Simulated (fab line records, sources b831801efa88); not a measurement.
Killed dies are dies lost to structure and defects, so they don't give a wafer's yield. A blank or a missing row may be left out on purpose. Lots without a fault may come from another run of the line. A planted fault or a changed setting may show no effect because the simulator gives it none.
A struck lot beside a sound one | flow sky130 | 37 steps out of a route of 708
Sound: wafers L570.2, L570.4, L570.5. Struck: wafers L586.1, L586.2, L586.6. The cause comes at the end.
At each step with rows: each side's tool, then ch and its chambers, then its first start. Under that, the readings that differ: sound wafers | struck wafers | difference of the means | sigmas: that difference in standard deviations of wafers without a fault.
alike: readings whose means differ by less than 2 such deviations, and words and numbers that are the same on both sides. not compared: withheld readings, readings that some wafer has no value for, bounds like >300 that may hide the same value, and numbers for which the record gives no deviation and whose values overlap.
The two part at a step that has a row with sigmas, a row that says differs or no value, or rows on one side only. Numbers that don't overlap but have no deviation are shown without sigmas and don't part them. A reading that every wafer of one side lacks parts them only if that side has two wafers or more.

first, 10 steps without rows for these wafers: SKY_LDD_LDN_SOFTBAKE_03 (time 60 s); SKY_LDD_LDN_EXPOSE_04 (exposes mask LDNTM, target cd 700 nm); SKY_LDD_LDN_PEB_05; SKY_LDD_LDN_DEVELOP_06 (develop time 60 s); SKY_LDD_LDN_IMPLANT_08; SKY_LDD_LDN_IMPLANT_09; SKY_LDD_LDN_IMPLANT_10; SKY_LDD_LDN_IMPLANT_11; SKY_LDD_LDN_STRIP_12 (strips in O2/N2); SKY_LDD_LDN_CLEAN_14 (cleans in SC1/SC2, time 150 s).
SKY_SPACER_CVD_00: deposits Si3N4 from DCS/NH3, target thk 43.1 nm, time 740 s.
  sound on lpcvd-02 ch 0, day 25 22:49; struck on lpcvd-02 ch 0, day 30 16:44
  reading                                  | sound             | struck            | difference | sigmas
  model.Si3N4_of_SPACER_CVD_00.thk_nm (nm) | 43.37 43.02 43.14 | 31.15 31.45 31.01 | -11.97     |
SKY_SPACER_THK_MEAS_01:
  sound on film_metro-01, day 26 00:02; struck on film_metro-04, day 30 17:56
  reading                | sound          | struck         | difference | sigmas
  SPACER_CVD_00_THK (nm) | 43.4 43.0 43.2 | 31.2 31.5 31.0 | -12.0      | -27
SKY_SPACER_ETCHBACK_02: etches Si3N4 in CH3F/O2, stops on SiO2, time 46.7 s, target depth 45 nm.
  sound on rie_diel-02 ch 0,1,2, day 26 00:05; struck on rie_diel-03 ch 1,2,3, day 30 18:00
  reading                  | sound                | struck               | difference | sigmas
  oes_product_au (a.u.)    | 0.856 0.858 0.860    | 0.726 0.720 0.720    | -0.136     | -23
  throttle_valve_pct (%)   | 10.579 10.554 10.566 | 10.531 10.537 10.536 | -0.032     | -3
  model.etch.depth_nm (nm) | 43.37 43.02 43.14    | 31.15 31.45 31.01    | -11.97     |
  alike: bias_w, drypump_motor_current_A
  not compared: rf_hours_counter_h
then, 22 steps without rows for these wafers: SKY_POLY_CUT_DEHYDRATE_00 (time 60 s); SKY_POLY_CUT_HMDS_01 (prime time 60 s); SKY_POLY_CUT_COAT_02 (resist thk 60 nm); SKY_POLY_CUT_COAT_03 (resist thk 450 nm); SKY_POLY_CUT_SOFTBAKE_04 (time 90 s); SKY_POLY_CUT_EXPOSE_05 (exposes mask NPCM, target cd 270 nm); SKY_POLY_CUT_PEB_06; SKY_POLY_CUT_DEVELOP_07 (develop time 60 s); SKY_POLY_CUT_ETCH_10 (etches BARC in N2/H2, stops on SiO2, time 45.9 s, target depth 60 nm); SKY_POLY_CUT_ETCH_11 (etches Si3N4 in CF4/CH2F2/Ar, stops on poly-Si, time 42.5 s, target depth 60 nm); SKY_POLY_CUT_STRIP_12 (strips in O2/N2); SKY_SD_P_DEHYDRATE_00 (time 60 s); SKY_SD_P_HMDS_01 (prime time 60 s); SKY_SD_P_COAT_02 (resist thk 1140 nm); SKY_SD_P_SOFTBAKE_03 (time 60 s); SKY_SD_P_EXPOSE_04 (exposes mask PSDM, target cd 380 nm); SKY_SD_P_PEB_05; SKY_SD_P_DEVELOP_06 (develop time 60 s); SKY_SD_P_IMPLANT_09; SKY_SD_P_STRIP_10 (strips in O2/N2); SKY_RES_XHIGH_DEHYDRATE_00 (time 60 s); SKY_RES_XHIGH_HMDS_01 (prime time 60 s).
-- the record jumps here: 5 days lie between the struck wafers' starts before and after (it left off in module RES_XHIGH and takes up again in module SALICIDE, whose first step shown is number 361 of the route) --
SKY_SALICIDE_CLEAN_00: cleans in HF-last, time 30 s.
  sound on wet_bench-02 ch 3, day 30 18:49; struck on wet_bench-01 ch 3, day 35 08:16
  reading                                  | sound             | struck           | difference | sigmas
  model.Si3N4_of_SPACER_CVD_00.thk_nm (nm) | 42.41 42.06 42.18 | 30.2 30.49 30.05 | -12.0      |
-- the record jumps here: 16 days lie between the struck wafers' starts before and after (it left off in module SALICIDE and takes up again in module PAD_OPEN, whose first step shown is number 708 of the route) --
SKY_PAD_OPEN_PROBE_99:
  sound on prober-02, day 47 20:31; struck on prober-02, day 50 22:07
  reading                                 | sound             | struck            | difference | sigmas
  model.etest.pfet_01v8.r_on_ohm_um       | 2886 2820 2847    | 2530 2441 2480    | -367       |
  model.etest.pfet_g5v0d10v5.r_on_ohm_um  | 4760 4711 4656    | 4652 4509 4608    | -119       |
  model.etest.nfet_g5v0d10v5.r_on_ohm_um  | 1891 1844 1853    | 1830 1788 1819    | -50        |
  model.etest.sonos_uncharged.r_on_ohm_um | 810 797.2 814.4   | 733.4 731.1 732.5 | -74.9      |
  model.etest.res_pdiff.line_ohm_um       | 1372 1385 1394    | 1299 1302 1301    | -83        |
  model.etest.pfet_01v8.drive_ua_um       | 193.4 197.8 197.1 | 224.4 235.3 228.3 | +33.2      |
  model.etest.nfet_01v8_lvt.drive_ua_um   | 578.3 582 577.8   | 592 602 599.4     | +18        |
  model.etest.sram_pfet_latch.drive_ua_um | 144.6 143.8 143.1 | 172.1 182.9 170.8 | +31.4      |
  alike: killed_at_M0_to_M3, killed_at_M4_up, killed_at_contacts, killed_at_front_end, killed_at_other, killed_dies, killed_open, killed_short

WHERE THEY PART
First at SKY_SPACER_THK_MEAS_01; last, within this record, at SKY_SPACER_ETCHBACK_02. Later steps at which nothing parts them and some readings are alike: SKY_PAD_OPEN_PROBE_99.

WHY: what the simulator had put in
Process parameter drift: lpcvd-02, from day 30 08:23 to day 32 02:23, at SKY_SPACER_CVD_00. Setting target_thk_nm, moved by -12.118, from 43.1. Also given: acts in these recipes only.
